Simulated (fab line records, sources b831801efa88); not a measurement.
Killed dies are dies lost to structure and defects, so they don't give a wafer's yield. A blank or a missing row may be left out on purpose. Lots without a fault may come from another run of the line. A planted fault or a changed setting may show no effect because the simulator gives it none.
fab line records | flow sky130
record lots=13 wafers=39 last_day=50
route steps=708 shown GATE_OXIDE@201 POLY_GATE@218 LDD_HVN@277 LDD_HVP@286 PAD_OPEN@708
lots that met no fault: from a run of the same line without faults
start_h: hours from the record's first day to the start of the lot's first wafer shown | wait_h: hours since the lot's step before | " the same as in the row above | L1.1+2: a row that stands for several wafers | - no value, or no start given | * or withheld: withheld | < > ~ a bound
route shown NAME@n: a module of which the file shows steps, and the number in the route of the first | usual: mean/standard deviation of fault-free wafers | same: alike in all rows | chamber/n: place in a boat | sites: the reading at each site | _std_site: their standard deviation | _edge_site: outer sites' mean less inner sites' | radius_mm: how far each site lies from the wafer's centre | mask NAME#n: copy n | behind: the tool/chamber that last shaped the wafer | hold: why the lot was held/for how many hours/how that ended | device: the transistor (n, p or np) that didn't switch | end of line: the same wafers' tests at the end of the route | a step without rows: its recipe alone | killed: dies lost to structure and defects at the first sort, not the wafer's yield | map: a wafer's dies, x killed, . not, _ none there
set.NAME: the setting as run; set.NAME@STEP: as run at that earlier step | model.NAME: the simulator's own value behind a step, which no gauge read
steps of the route over a sample of lots; a table a step, a row a wafer
services: from which hour (start_h, from the record's first day; less than 0 if before it) a tool's chamber was out of use, for how many hours, and why
## steps
# step SKY_GATE_OXIDE_TW_MEAS_14
# usual GATE_OXIDE_TW=223.4/1.7
# columns lot.wafer tool chamber start_h wait_h GATE_OXIDE_TW
L554.1 film_metro-02 - 305.65 0.1 224.9
L554.3 " - " " 225.6
L554.5 " - " " 224.1
L556.2 film_metro-04 - 325.19 0.1 225.3
L556.3 " - " " 226.5
L556.4 " - " " 225.9
L561.2 film_metro-03 - 366.97 0.1 221.5
L561.4 " - " " 222.1
L561.5 " - " " 221.8
L560.1 film_metro-02 - 367.84 0.1 224.5
L560.2 " - " " 224.5
L560.4 " - " " 223.8
L562.2 film_metro-03 - 379.72 0.1 222.3
L562.5 " - " " 222.1
L562.6 " - " " 223.1
L563.4 film_metro-04 - 385.38 0.1 224.6
L563.5 " - " " 224.4
L563.6 " - " " 225.3
L568.4 film_metro-03 - 421.31 0.1 221.5
L568.5 " - " " 222.0
L568.6 " - " " 221.7
L569.2 film_metro-02 - 435.08 0.2 223.5
L569.4 " - " " 224.1
L569.5 " - " " 224.4
L570.1 film_metro-02 - 443.73 0.1 224.2
L570.2 " - " " 225.2
L570.5 " - " " 223.6
L572.1 film_metro-02 - 461.68 0.1 222.2
L572.3 " - " " 222.1
L572.6 " - " " 223.6
L574.2 film_metro-03 - 477.21 0.1 221.2
L574.3 " - " " 222.5
L574.4 " - " " 221.5
L576.2 film_metro-03 - 492.84 0.1 221.0
L576.3 " - " " 222.3
L576.6 " - " " 223.2
L577.1 film_metro-03 - 496.35 0.1 221.9
L577.2 " - " " 221.1
L577.3 " - " " 221.9
# step SKY_POLY_GATE_THK_MEAS_04
# recipe reads=Si3N4_of_POLY_GATE_CVD_03
# usual POLY_GATE_CVD_03_THK=75.0/0.73
# columns lot.wafer tool chamber start_h wait_h POLY_GATE_CVD_03_THK[nm]
L554.1 film_metro-02 - 341.61 0.0 75.6
L554.3 " - " " 75.5
L554.5 " - " " 75.8
L556.2 film_metro-03 - 359.85 0.0 75.4
L556.3 " - " " 74.9
L556.4 " - " " 74.8
L560.1 film_metro-02 - 408.96 0.0 75.1
L560.2 " - " " 74.9
L560.4 " - " " 75.2
L561.2 film_metro-03 - 408.97 0.0 75.5
L561.4 " - " " 75.5
L561.5 " - " " 75.9
L562.2 film_metro-01 - 415.43 0.0 75.5
L562.5 " - " " 75.5
L562.6 " - " " 75.2
L563.4 film_metro-02 - 420.92 0.0 75.8
L563.5 " - " " 75.8
L563.6 " - " " 76.6
L568.4 film_metro-03 - 458.19 0.0 75.2
L568.5 " - " " 75.8
L568.6 " - " " 75.8
L569.2 film_metro-03 - 471.17 0.0 73.0
L569.4 " - " " 74.2
L569.5 " - " " 74.1
L570.1 film_metro-02 - 478.83 0.0 74.5
L570.2 " - " " 74.9
L570.5 " - " " 74.6
L572.1 film_metro-03 - 496.72 0.0 73.7
L572.3 " - " " 73.6
L572.6 " - " " 73.5
L574.2 film_metro-02 - 513.79 0.0 73.9
L574.3 " - " " 74.1
L574.4 " - " " 74.0
L576.2 film_metro-01 - 529.12 0.0 74.2
L576.3 " - " " 74.1
L576.6 " - " " 74.3
L577.1 film_metro-01 - 533.01 0.0 75.0
L577.2 " - " " 74.7
L577.3 " - " " 74.5
# step SKY_LDD_HVN_TW_MEAS_10
# usual LDD_HVN_TW=1432/9.5
# columns lot.wafer tool chamber start_h wait_h LDD_HVN_TW
L554.1 film_metro-02 - 467.93 0.1 1420
L554.3 " - " " 1424
L554.5 " - " " 1434
L556.2 film_metro-01 - 483.19 0.1 1450
L556.3 " - " " 1452
L556.4 " - " " 1448
L560.1 film_metro-02 - 535.48 0.1 1421
L560.2 " - " " 1433
L560.4 " - " " 1438
L561.2 film_metro-03 - 536.69 0.1 1414
L561.4 " - " " 1416
L561.5 " - " " 1413
L562.2 film_metro-02 - 542.46 0.1 1426
L562.5 " - " " 1425
L562.6 " - " " 1431
L563.4 film_metro-03 - 546.91 0.1 1426
L563.5 " - " " 1425
L563.6 " - " " 1407
L568.4 film_metro-02 - 582.51 0.1 1431
L568.5 " - " " 1432
L568.6 " - " " 1431
L569.2 film_metro-01 - 602.29 0.1 1429
L569.4 " - " " 1439
L569.5 " - " " 1426
L570.1 film_metro-03 - 602.58 0.1 1425
L570.2 " - " " 1428
L570.5 " - " " 1421
L572.1 film_metro-01 - 618.03 0.1 1440
L572.3 " - " " 1446
L572.6 " - " " 1430
L574.2 film_metro-02 - 637.59 0.1 1434
L574.3 " - " " 1432
L574.4 " - " " 1435
L576.2 film_metro-01 - 647.29 0.1 1439
L576.3 " - " " 1436
L576.6 " - " " 1441
L577.1 film_metro-01 - 653.58 0.1 1438
L577.2 " - " " 1449
L577.3 " - " " 1440
# step SKY_LDD_HVP_IMPLANT_08
# recipe species=B energy_kev=20 dose_cm2=1.7e+13 tilt_deg=17.9
# usual dose_ions_cm2=1.7002e+13/1.8e+10 faraday_current_uA=95.9/1.7
# columns lot.wafer tool chamber start_h wait_h dose_ions_cm2 faraday_current_uA
L554.1 implanter-02 0 498.58 0.0 1.6984e+13 96.4
L554.3 " 0 " " 1.701e+13 94.5
L554.5 " 0 " " 1.7014e+13 94.3
L556.2 implanter-04 0 513.76 0.0 1.6994e+13 95.3
L556.3 " 0 " " 1.6996e+13 93.7
L556.4 " 0 " " 1.6983e+13 95.1
L560.1 implanter-04 0 565.53 0.0 1.5389e+13 87.5
L560.2 " 0 " " 1.5366e+13 86.6
L560.4 " 0 " " 1.5383e+13 86.2
L561.2 implanter-02 0 566.46 0.0 1.7003e+13 99.5
L561.4 " 0 " " 1.701e+13 95.8
L561.5 " 0 " " 1.7021e+13 94.8
L562.2 implanter-04 0 571.53 0.0 1.5392e+13 85.0
L562.5 " 0 " " 1.5376e+13 85.5
L562.6 " 0 " " 1.5403e+13 87.0
L563.4 implanter-04 0 576.06 0.1 1.5369e+13 87.5
L563.5 " 0 " " 1.5395e+13 86.6
L563.6 " 0 " " 1.5397e+13 84.3
L568.4 implanter-02 0 611.31 0.1 1.6965e+13 95.7
L568.5 " 0 " " 1.6998e+13 96.6
L568.6 " 0 " " 1.7e+13 96.1
L569.2 implanter-01 0 629.86 0.0 1.6957e+13 97.3
L569.4 " 0 " " 1.6996e+13 98.9
L569.5 " 0 " " 1.7006e+13 96.6
L570.1 implanter-02 0 630.43 0.0 1.6984e+13 97.5
L570.2 " 0 " " 1.701e+13 97.7
L570.5 " 0 " " 1.7007e+13 99.9
L572.1 implanter-01 0 646.38 0.0 1.6999e+13 94.2
L572.3 " 0 " " 1.6998e+13 97.5
L572.6 " 0 " " 1.7016e+13 93.4
L574.2 implanter-04 0 665.03 0.0 1.6969e+13 93.6
L574.3 " 0 " " 1.6996e+13 93.6
L574.4 " 0 " " 1.7015e+13 95.9
L576.2 implanter-01 0 675.85 0.0 1.7015e+13 94.6
L576.3 " 0 " " 1.7001e+13 95.0
L576.6 " 0 " " 1.6982e+13 97.9
L577.1 implanter-01 0 681.05 0.0 1.6987e+13 96.1
L577.2 " 0 " " 1.698e+13 96.2
L577.3 " 0 " " 1.7004e+13 96.4
# step SKY_LDD_HVP_TW_MEAS_10
# usual LDD_HVP_TW=455/3.7
# columns lot.wafer tool chamber start_h wait_h LDD_HVP_TW
L554.1 film_metro-03 - 498.83 0.1 453
L554.3 " - " " 453
L554.5 " - " " 452
L556.2 film_metro-03 - 513.99 0.1 452
L556.3 " - " " 451
L556.4 " - " " 449
L560.1 film_metro-01 - 565.78 0.1 444
L560.2 " - " " 443
L560.4 " - " " 445
L561.2 film_metro-03 - 566.69 0.1 448
L561.4 " - " " 447
L561.5 " - " " 452
L562.2 film_metro-04 - 571.76 0.1 440
L562.5 " - " " 443
L562.6 " - " " 442
L563.4 film_metro-01 - 576.26 0.1 445
L563.5 " - " " 445
L563.6 " - " " 445
L568.4 film_metro-04 - 611.51 0.1 458
L568.5 " - " " 458
L568.6 " - " " 458
L569.2 film_metro-03 - 630.09 0.1 455
L569.4 " - " " 454
L569.5 " - " " 453
L570.1 film_metro-01 - 630.68 0.1 456
L570.2 " - " " 457
L570.5 " - " " 456
L572.1 film_metro-04 - 646.63 0.1 458
L572.3 " - " " 458
L572.6 " - " " 458
L574.2 film_metro-01 - 665.26 0.1 456
L574.3 " - " " 457
L574.4 " - " " 460
L576.2 film_metro-01 - 676.09 0.1 456
L576.3 " - " " 458
L576.6 " - " " 457
L577.1 film_metro-04 - 681.30 0.1 459
L577.2 " - " " 456
L577.3 " - " " 459
# step SKY_PAD_OPEN_PROBE_99
# usual killed_at_M0_to_M3=44/7.1 killed_at_M4_up=3.1/1.9 killed_at_contacts=25/5.8 killed_at_front_end=16/4.5 killed_at_other=0.3/0.52 killed_dies=88/9.1 killed_open=48/6.8 killed_short=39/5.8
# same gross_dies=492 killed_at_back_side=0
# columns lot.wafer tool chamber start_h wait_h killed_at_M0_to_M3 killed_at_M4_up killed_at_contacts killed_at_front_end killed_at_other killed_dies killed_open killed_short
L572.1 prober-01 - 1176.57 0.1 40 3 25 18 0 86 45 41
L572.3 prober-01 - 1176.67 0.2 39 4 26 17 0 86 40 46
L572.6 prober-01 - 1176.82 0.2 35 2 23 14 0 74 49 25
# killed by level:class
L572.1 CONTACT:geometric_particle:open=10 VIA1:geometric_particle:open=9 POLY_GATE:geometric_particle:short=8 CONTACT:geometric_particle:short=7 VIA3:geometric_particle:open=6 POLY_GATE:geometric_particle:open=5 LI_CONTACT:geometric_particle:open=5 VIA2:geometric_particle:open=5
L572.3 CONTACT:geometric_particle:open=9 VIA1:geometric_particle:open=8 METAL2:geometric_particle:short=8 VIA3:geometric_particle:open=6 POLY_GATE:geometric_particle:short=5 LI_CONTACT:geometric_particle:short=5 CONTACT:geometric_particle:short=5 FIELD_ISO:geometric_particle:open=4
L572.6 VIA1:geometric_particle:open=9 VIA3:geometric_particle:open=9 LI_CONTACT:geometric_particle:open=8 CONTACT:geometric_particle:open=7 CONTACT:geometric_particle:short=6 FIELD_ISO:geometric_particle:open=5 POLY_GATE:geometric_particle:open=3 METAL1:geometric_particle:short=3
## services
# columns tool chamber start_h hours kind
implanter-01 - 505.38 0.8 repair
implanter-02 - 508.42 4.0 pm
implanter-02 - 527.32 4.0 repair
implanter-01 - 537.08 4.2 repair
implanter-04 - 564.33 1.2 repair
implanter-01 - 570.75 5.5 repair
implanter-02 - 592.76 2.9 repair
implanter-04 - 630.38 3.9 repair
implanter-02 - 661.37 5.6 repair
## key
first_sign step=SKY_LDD_HVP_IMPLANT_08 reading=dose_ions_cm2 direction=down sigmas=91 usual=* struck=*
effect step=SKY_LDD_HVP_IMPLANT_08 reading=faraday_current_uA direction=down sigmas=5.5 usual=95.9 struck=86.2
effect step=SKY_LDD_HVP_TW_MEAS_10 reading=LDD_HVP_TW direction=down sigmas=3.1 usual=455 struck=444
met_at SKY_LDD_HVP_IMPLANT_08
struck_lots L560,L562,L563
tester_left_out L560,L562,L563
not_acting_at SKY_GATE_OXIDE_TW_MEAS_14,SKY_POLY_GATE_THK_MEAS_04,SKY_LDD_HVN_TW_MEAS_10
onset_between 513.76 565.53
fault kind=process_parameter_drift tool=implanter-04 chamber=- onset_h=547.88 steps=SKY_LDD_HVP_IMPLANT_08 channel=dose_cm2 offset=* shape=step end_h=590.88 acts_in=* stated=*
# tester_left_out: of these lots the tester's yield and bins aren't shown, on N5 and GAA mostly nor the transistor test; their killed dies are dies lost to structure and defects alone, not to doping, threshold or leakage, so they don't give the yield
